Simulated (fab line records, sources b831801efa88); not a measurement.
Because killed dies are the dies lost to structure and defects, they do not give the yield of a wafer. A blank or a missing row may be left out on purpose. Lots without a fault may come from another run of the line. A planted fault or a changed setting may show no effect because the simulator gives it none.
Which tool is to blame? + flow sky130 + 6 lots (18 wafers sampled), 1 step of a 708-step route

== WHAT THE GAUGES READ, wafer by wafer ==
SKY_POLY_GATE_CD_MEAS_22.
| lot  | measured     | on        | cd_nm (nm)        |
|------|--------------|-----------|-------------------|
| L277 | day 16 06:23 | cd_sem-02 | 147.6 148.4 149.2 |
| L287 | day 21 01:11 | cd_sem-02 | 154.3 148.5 146.1 |
| L289 | day 21 19:05 | cd_sem-01 | 154.9 152.9 150.9 |
| L293 | day 22 13:53 | cd_sem-02 | 151.4 150.4 151.6 |
| L294 | day 23 13:53 | cd_sem-02 | 147.3 151.6 151.2 |
| L298 | day 24 06:00 | cd_sem-02 | 147.6 151.0 152.7 |

== WHICH TOOL RAN EACH LOT (tool, then ch and the chambers of the sampled wafers, then the start) ==
Record: no process step prior to these readings.

== THE ANSWER, worked out from the rows above alone ==
Rule: what is usual is taken from the lots themselves. The widest of any qualifying gaps counts: lots, ordered by their means at a reading, are off when they make up no more than a third of the lots, leave a main group of 4 or more, and stand apart from it by 3 or more times the standard deviation of that group's means. A main group whose means are all the same, to the digits that the tables above print for the reading, isn't used. A lot without any number at a reading at which 4 lots or more have one is off too. The other lots that the step has rows for count as sound.
Across all readings shown, no lot is off: no conclusion can be drawn from this.

== WHAT WAS PUT IN BY THE SIMULATOR ==
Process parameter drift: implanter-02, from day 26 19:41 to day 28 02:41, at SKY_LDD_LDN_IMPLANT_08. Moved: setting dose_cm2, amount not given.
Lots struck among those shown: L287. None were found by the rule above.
